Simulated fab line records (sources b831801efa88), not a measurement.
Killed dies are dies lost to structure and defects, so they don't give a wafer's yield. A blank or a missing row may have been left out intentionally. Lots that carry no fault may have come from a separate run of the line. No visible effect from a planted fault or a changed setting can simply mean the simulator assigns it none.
The tool behind it: which one? / flow gf180mcu / 10 lots with 30 wafers sampled at 5 steps, on a route of 602 steps

WHAT THE GAUGES SHOWED, per wafer
GF_M1_RS_MEAS_05: a four-point-probe measurement.
lot=L544; measured=day 18 08:42; on=film_metro-02; M1_ALCU_RS (ohm/sq)=0.0685 0.0686 0.0682
lot=L546; measured=day 19 05:04; on=film_metro-01; M1_ALCU_RS (ohm/sq)=0.0698 0.0701 0.0707
lot=L547; measured=day 19 12:02; on=film_metro-02; M1_ALCU_RS (ohm/sq)=0.0697 0.0697 0.0698
lot=L548; measured=day 19 19:31; on=film_metro-01; M1_ALCU_RS (ohm/sq)=0.0692 0.0697 0.0701
lot=L549; measured=day 20 10:43; on=film_metro-01; M1_ALCU_RS (ohm/sq)=0.0698 0.0694 0.0705
lot=L551; measured=day 21 10:53; on=film_metro-02; M1_ALCU_RS (ohm/sq)=0.0709 0.0708 0.0715
lot=L552; measured=day 21 11:44; on=film_metro-02; M1_ALCU_RS (ohm/sq)=0.0700 0.0694 0.0690
lot=L556; measured=day 22 15:33; on=film_metro-01; M1_ALCU_RS (ohm/sq)=0.0711 0.0713 0.0708
lot=L558; measured=day 23 10:07; on=film_metro-02; M1_ALCU_RS (ohm/sq)=0.0703 0.0695 0.0697
lot=L561; measured=day 24 12:00; on=film_metro-03; M1_ALCU_RS (ohm/sq)=0.0716 0.0712 0.0708

GF_M1_OVL_MEAS_15.
lot=L544; measured=day 19 09:14; on=overlay-02; M1_OVL (nm)=4 1 -4
lot=L546; measured=day 20 05:19; on=overlay-01; M1_OVL (nm)=2 6 1
lot=L547; measured=day 20 12:52; on=overlay-02; M1_OVL (nm)=12 5 9
lot=L548; measured=day 20 20:02; on=overlay-02; M1_OVL (nm)=1 2 -4
lot=L549; measured=day 21 10:52; on=overlay-02; M1_OVL (nm)=-4 3 -1
lot=L551; measured=day 22 09:29; on=overlay-02; M1_OVL (nm)=-3 -5 -2
lot=L552; measured=day 22 11:03; on=overlay-02; M1_OVL (nm)=2 4 15
lot=L556; measured=day 23 14:31; on=overlay-01; M1_OVL (nm)=16 6 12
lot=L558; measured=day 24 08:17; on=overlay-02; M1_OVL (nm)=6 4 -5
lot=L561; measured=day 25 09:40; on=overlay-02; M1_OVL (nm)=-3 12 -3

GF_M2_RS_MEAS_05: a four-point-probe measurement.
lot=L544; measured=day 20 12:25; on=film_metro-04; M2_ALCU_RS (ohm/sq)=0.0700 0.0695 0.0698
lot=L546; measured=day 21 08:39; on=film_metro-01; M2_ALCU_RS (ohm/sq)=0.0689 0.0697 0.0693
lot=L547; measured=day 21 15:42; on=film_metro-04; M2_ALCU_RS (ohm/sq)=0.0701 0.0694 0.0698
lot=L548; measured=day 21 22:55; on=film_metro-01; M2_ALCU_RS (ohm/sq)=0.0700 0.0695 0.0697
lot=L549; measured=day 22 13:27; on=film_metro-01; M2_ALCU_RS (ohm/sq)=0.0700 0.0692 0.0693
lot=L551; measured=day 23 12:19; on=film_metro-01; M2_ALCU_RS (ohm/sq)=0.0695 0.0683 0.0692
lot=L552; measured=day 23 13:05; on=film_metro-01; M2_ALCU_RS (ohm/sq)=0.0689 0.0694 0.0697
lot=L556; measured=day 24 16:05; on=film_metro-01; M2_ALCU_RS (ohm/sq)=0.0765 0.0689 0.0677
lot=L558; measured=day 25 08:10; on=film_metro-04; M2_ALCU_RS (ohm/sq)=0.0703 0.0698 0.0779
lot=L561; measured=day 26 09:47; on=film_metro-01; M2_ALCU_RS (ohm/sq)=0.0682 0.0680 0.0677

GF_M2_THK_MEAS_06: measures by xrf.
lot=L544; measured=day 20 12:32; on=film_metro-04; M2_ALCU_THK (nm)=443 447 440
lot=L546; measured=day 21 08:46; on=film_metro-01; M2_ALCU_THK (nm)=447 445 447
lot=L547; measured=day 21 15:48; on=film_metro-04; M2_ALCU_THK (nm)=439 445 444
lot=L548; measured=day 21 23:02; on=film_metro-01; M2_ALCU_THK (nm)=444 444 440
lot=L549; measured=day 22 13:33; on=film_metro-01; M2_ALCU_THK (nm)=441 449 447
lot=L551; measured=day 23 12:26; on=film_metro-01; M2_ALCU_THK (nm)=445 452 444
lot=L552; measured=day 23 13:11; on=film_metro-01; M2_ALCU_THK (nm)=445 444 441
lot=L556; measured=day 24 16:11; on=film_metro-01; M2_ALCU_THK (nm)=406 450 455
lot=L558; measured=day 25 08:17; on=film_metro-04; M2_ALCU_THK (nm)=437 444 395
lot=L561; measured=day 26 09:53; on=film_metro-01; M2_ALCU_THK (nm)=453 455 459

WHICH TOOL RAN EACH LOT (tool, then ch and the chambers of the sampled wafers, then the start)
lot=L544; GF_M2_SPUTTER_02=pvd_sputter-02, day 20 12:19
lot=L546; GF_M2_SPUTTER_02=pvd_sputter-01, day 21 08:32
lot=L547; GF_M2_SPUTTER_02=pvd_sputter-01, day 21 15:34
lot=L548; GF_M2_SPUTTER_02=pvd_sputter-02, day 21 22:49
lot=L549; GF_M2_SPUTTER_02=pvd_sputter-02, day 22 13:19
lot=L551; GF_M2_SPUTTER_02=pvd_sputter-04, day 23 12:13
lot=L552; GF_M2_SPUTTER_02=pvd_sputter-01, day 23 12:58
lot=L556; GF_M2_SPUTTER_02=pvd_sputter-02, day 24 15:58
lot=L558; GF_M2_SPUTTER_02=pvd_sputter-02, day 25 08:04
lot=L561; GF_M2_SPUTTER_02=pvd_sputter-01, day 26 09:40
- GF_M2_SPUTTER_02: material AlCu, target thk 450 nm, time 23.9 s.

AS READ BY THE TOOLS THEMSELVES (means over the sampled wafers that have a number; for cases with no such wafer, the mark the record gives instead)
GF_M2_SPUTTER_02.
lot=L544; tool=pvd_sputter-02; throttle_valve_pct (%)=31.1
lot=L546; tool=pvd_sputter-01; throttle_valve_pct (%)=30.6
lot=L547; tool=pvd_sputter-01; throttle_valve_pct (%)=30.5
lot=L548; tool=pvd_sputter-02; throttle_valve_pct (%)=31.4
lot=L549; tool=pvd_sputter-02; throttle_valve_pct (%)=31.4
lot=L551; tool=pvd_sputter-04; throttle_valve_pct (%)=31.0
lot=L552; tool=pvd_sputter-01; throttle_valve_pct (%)=30.6
lot=L556; tool=pvd_sputter-02; throttle_valve_pct (%)=31.2
lot=L558; tool=pvd_sputter-02; throttle_valve_pct (%)=31.6
lot=L561; tool=pvd_sputter-01; throttle_valve_pct (%)=30.5

THE ANSWER, worked out from the rows above alone
Rule: what is usual is taken from the lots themselves. Put in order of their means at a reading, lots are off if they are a third of the lots or fewer, leave a main group of 4 or more, and stand apart from it by a gap of 3 or more times the standard deviation of the main group's means; of several such gaps the widest counts. A main group whose means are all the same, to the digits that the tables above print for the reading, isn't used. Also off: a lot with no number at a reading for which 4 or more lots have one. All remaining lots with rows at the step are treated as sound. The gauges are gone through in route order, then the tools' own readings, and for those a lot's mean is taken as printed above. The first step at which some lot is off is used, and at that step the reading that is off furthest; a lot without a number counts as furthest.
None of the lots is off at any reading shown; this tells nothing.

WHAT THE SIMULATOR HAD PUT IN
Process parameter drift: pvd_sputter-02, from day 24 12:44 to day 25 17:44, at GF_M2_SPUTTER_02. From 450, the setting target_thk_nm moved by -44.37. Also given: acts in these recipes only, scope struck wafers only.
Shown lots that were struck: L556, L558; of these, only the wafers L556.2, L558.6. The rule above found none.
